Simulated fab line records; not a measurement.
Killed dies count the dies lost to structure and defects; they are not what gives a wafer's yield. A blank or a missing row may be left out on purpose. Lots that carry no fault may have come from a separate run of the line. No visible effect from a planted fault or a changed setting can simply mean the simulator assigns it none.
Matching of chambers    flow sky130    SKY_CONTACT_CMP_27 on cmp-02: 4 sister chambers
The step polishes, stops on SiO2, t overpolish 15 s, target thk 0 nm. 18 wafers are shown with their chamber, then 9 later ones without.

WAFERS WITH THEIR CHAMBER
wafer   chamber  motor current A (A)  time to endpoint s (s)  overpolish run s (s)
L074.1  2        10.3                 83                      14.997
L074.2  1        11.6                 79                      14.980
L074.3  3        11.8                 86                      15.008
L079.2  1        11.1                 81                      15.007
L079.4  0        8.9                  88                      15.005
L079.6  3        10.9                 83                      14.999
L080.1  3        11.1                 85                      15.004
L080.3  0        9.1                  84                      15.004
L080.4  1        11.3                 81                      14.990
L081.2  3        10.6                 82                      14.998
L081.5  2        10.7                 81                      14.990
L081.6  3        11.0                 84                      15.008
L084.1  3        11.2                 81                      14.991
L084.4  0        9.1                  79                      15.007
L084.6  0        9.4                  83                      15.000
L085.1  2        10.2                 83                      15.011
L085.3  1        11.5                 77                      14.984
L085.6  0        9.2                  84                      15.009

SIGNATURES (averages over the wafers above)
reading             chamber 0  chamber 1  chamber 2  chamber 3  scatter within a chamber
motor current A     9.140      11.375     10.400     11.100     0.295
time to endpoint s  83.60      79.50      82.33      83.50      2.27
overpolish run s    15.00500   14.99025   14.99933   15.00133   0.0081
Rule: a wafer's distance from a chamber is the root of the sum, over the readings, of the square of ((its reading less the chamber's mean) divided by the reading's scatter). If the next closest chamber is less than 2 further off than the closest, the wafer can't be placed; otherwise it belongs to the closest. The scatter: the root of (the sum of the squares of (reading less its chamber's mean) over the shown wafers, divided by (wafers less chambers)).

WAFERS WITH NO CHAMBER GIVEN
wafer   motor current A (A)  time to endpoint s (s)  overpolish run s (s)
L088.1  11.1                 79                      14.989
L088.3  11.1                 76                      15.012
L088.4  10.3                 84                      15.001
L090.3  11.8                 82                      15.001
L090.5  9.0                  83                      14.994
L090.6  11.0                 83                      15.016
L094.1  11.1                 86                      15.003
L094.2  11.3                 77                      15.013
L094.6  10.9                 81                      14.998

THE CHAMBER EACH PASSED THROUGH
wafer   from the rows above           in truth
L088.1  can't be placed: 1 or 3       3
L088.3  can't be placed: 1 or 3 or 2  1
L088.4  can't be placed: 2 or 3       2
L090.3  can't be placed: 1 or 3       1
L090.5  0                             0
L090.6  can't be placed: 3 or 2 or 1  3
L094.1  can't be placed: 3 or 2       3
L094.2  can't be placed: 1 or 3 or 2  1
L094.6  can't be placed: 3 or 2 or 1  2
Placed correctly: 1 of 9. Can't be placed from these rows: 8 (the true chamber is among the candidates in 8). Placed wrongly: 0.
